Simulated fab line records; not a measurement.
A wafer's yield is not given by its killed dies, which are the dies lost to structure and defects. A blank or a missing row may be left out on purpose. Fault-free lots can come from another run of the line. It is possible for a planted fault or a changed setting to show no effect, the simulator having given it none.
Which of the tools did it?    flow sky130    12 lots, 36 wafers sampled, at 1 step of a route of 708

== WHAT EACH GAUGE READ, for each wafer ==
SKY_VIA1_THK_MEAS_01.
lot   measured      on            VIA1_HDPCVD_THK (nm)
L075  day 33 13:46  filmMetro-02  1027 1033 1032
L077  day 34 08:38  filmMetro-03  1031 1047 1035
L079  day 34 21:38  filmMetro-02  1014 1034 1031
L082  day 35 15:35  filmMetro-02  1031 1024 1027
L083  day 36 03:29  filmMetro-02  1020 1017 1012
L085  day 36 14:13  filmMetro-02  1027 1029 1023
L087  day 37 06:48  filmMetro-03  1021 1022 1033
L089  day 38 02:16  filmMetro-03  1018 1027 1034
L091  day 38 12:44  filmMetro-01  1034 1026 1026
L093  day 39 00:13  filmMetro-01  1034 1028 1031
L095  day 39 20:50  filmMetro-03  1035 1026 1024
L097  day 40 14:35  filmMetro-02  1023 1016 1011

== WHAT TOOL EACH LOT RAN ON (gives the tool, then ch and the chambers of the sampled wafers, and finally the start) ==
No process step before these readings appears in the record.

== THE ANSWER, worked out from the rows above alone ==
Rule: usual is defined by the lots themselves. The widest of any qualifying gaps counts: lots, ordered by their means at a reading, are off when they make up no more than a third of the lots, leave a main group of 4 or more, and stand apart from it by 3 or more times the standard deviation of that group's means. Not used: any main group whose means are identical at the precision the tables above print for the reading. A lot without any number at a reading at which 4 lots or more have one is off too. Where the step has rows for the other lots, those lots are counted as sound.
Nothing can be told from this: no lot is off at any reading shown.

== WHAT THE SIMULATOR PUT IN ==
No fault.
